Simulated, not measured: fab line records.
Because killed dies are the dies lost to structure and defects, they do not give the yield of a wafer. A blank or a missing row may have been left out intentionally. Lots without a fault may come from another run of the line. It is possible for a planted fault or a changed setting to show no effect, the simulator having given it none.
Chamber matching / flow gf180mcu / GF_V4_CMP_04 on cmp-01 has 4 sister chambers
The step polishes SiO2. 16 wafers are shown with their chamber, then 8 later ones without.

## WAFERS, EACH WITH ITS CHAMBER
wafer=L994.3; chamber=0; motor_current_A (A)=13.7; head_pressure_psi (psi)=4.000; time_to_endpoint_s (s)=74
wafer=L994.4; chamber=1; motor_current_A (A)=11.4; head_pressure_psi (psi)=4.001; time_to_endpoint_s (s)=90
wafer=L994.6; chamber=0; motor_current_A (A)=13.7; head_pressure_psi (psi)=3.997; time_to_endpoint_s (s)=83
wafer=L995.1; chamber=3; motor_current_A (A)=11.1; head_pressure_psi (psi)=4.022; time_to_endpoint_s (s)=69
wafer=L995.4; chamber=0; motor_current_A (A)=13.0; head_pressure_psi (psi)=4.003; time_to_endpoint_s (s)=82
wafer=L995.6; chamber=1; motor_current_A (A)=11.0; head_pressure_psi (psi)=4.001; time_to_endpoint_s (s)=76
wafer=L999.2; chamber=0; motor_current_A (A)=12.7; head_pressure_psi (psi)=4.010; time_to_endpoint_s (s)=80
wafer=L999.4; chamber=1; motor_current_A (A)=12.8; head_pressure_psi (psi)=4.013; time_to_endpoint_s (s)=79
wafer=L999.5; chamber=1; motor_current_A (A)=11.7; head_pressure_psi (psi)=3.998; time_to_endpoint_s (s)=83
wafer=L101.4; chamber=0; motor_current_A (A)=12.7; head_pressure_psi (psi)=4.002; time_to_endpoint_s (s)=83
wafer=L101.5; chamber=2; motor_current_A (A)=12.4; head_pressure_psi (psi)=4.008; time_to_endpoint_s (s)=85
wafer=L101.6; chamber=1; motor_current_A (A)=12.0; head_pressure_psi (psi)=3.999; time_to_endpoint_s (s)=87
wafer=L102.1; chamber=2; motor_current_A (A)=12.7; head_pressure_psi (psi)=3.997; time_to_endpoint_s (s)=74
wafer=L102.3; chamber=1; motor_current_A (A)=11.6; head_pressure_psi (psi)=3.985; time_to_endpoint_s (s)=73
wafer=L102.4; chamber=3; motor_current_A (A)=10.9; head_pressure_psi (psi)=4.010; time_to_endpoint_s (s)=74
wafer=L105.3; chamber=1; motor_current_A (A)=11.8; head_pressure_psi (psi)=3.995; time_to_endpoint_s (s)=77

SIGNATURES (means of the wafers above)
reading=motor_current_A; chamber 0=13.160; chamber 1=11.757; chamber 2=12.550; chamber 3=11.000; scatter within a chamber=0.498
reading=head_pressure_psi; chamber 0=4.00240; chamber 1=3.99886; chamber 2=4.00250; chamber 3=4.01600; scatter within a chamber=0.00732
reading=time_to_endpoint_s; chamber 0=80.40; chamber 1=80.71; chamber 2=79.50; chamber 3=71.50; scatter within a chamber=5.47
Rule: for each reading, subtract the chamber's mean from the wafer's reading, divide by that reading's scatter and square the result; add these up over the readings and take the root, which gives the wafer's distance from the chamber. If the next closest chamber is less than 2 further off than the closest, the wafer can't be placed; otherwise it belongs to the closest. The scatter: the root of (the sum of the squares of (reading less its chamber's mean) over the shown wafers, divided by (wafers less chambers)).

## WAFERS MISSING THEIR CHAMBER
wafer=L105.4; motor_current_A (A)=12.5; head_pressure_psi (psi)=3.995; time_to_endpoint_s (s)=78
wafer=L105.6; motor_current_A (A)=12.0; head_pressure_psi (psi)=3.989; time_to_endpoint_s (s)=77
wafer=L108.1; motor_current_A (A)=12.6; head_pressure_psi (psi)=4.009; time_to_endpoint_s (s)=80
wafer=L108.2; motor_current_A (A)=10.3; head_pressure_psi (psi)=4.000; time_to_endpoint_s (s)=82
wafer=L108.6; motor_current_A (A)=11.7; head_pressure_psi (psi)=4.013; time_to_endpoint_s (s)=81
wafer=L111.2; motor_current_A (A)=12.0; head_pressure_psi (psi)=4.006; time_to_endpoint_s (s)=80
wafer=L111.4; motor_current_A (A)=11.5; head_pressure_psi (psi)=4.001; time_to_endpoint_s (s)=79
wafer=L111.5; motor_current_A (A)=12.7; head_pressure_psi (psi)=4.002; time_to_endpoint_s (s)=86

## CHAMBER TAKEN BY EACH
wafer=L105.4; from the rows above=can't be placed: 2 or 1 or 0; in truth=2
wafer=L105.6; from the rows above=can't be placed: 1 or 2 or 0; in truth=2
wafer=L108.1; from the rows above=can't be placed: 2 or 0 or 1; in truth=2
wafer=L108.2; from the rows above=can't be placed: 1 or 3 or 2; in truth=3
wafer=L108.6; from the rows above=can't be placed: 1 or 2 or 3 or 0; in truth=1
wafer=L111.2; from the rows above=can't be placed: 1 or 2 or 0 or 3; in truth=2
wafer=L111.4; from the rows above=can't be placed: 1 or 2 or 3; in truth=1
wafer=L111.5; from the rows above=can't be placed: 2 or 0 or 1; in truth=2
Correct placement for 0 of the 8. From these rows, 8 cannot be placed; in 8 the true chamber is one of the candidates. Placed wrongly: 0.
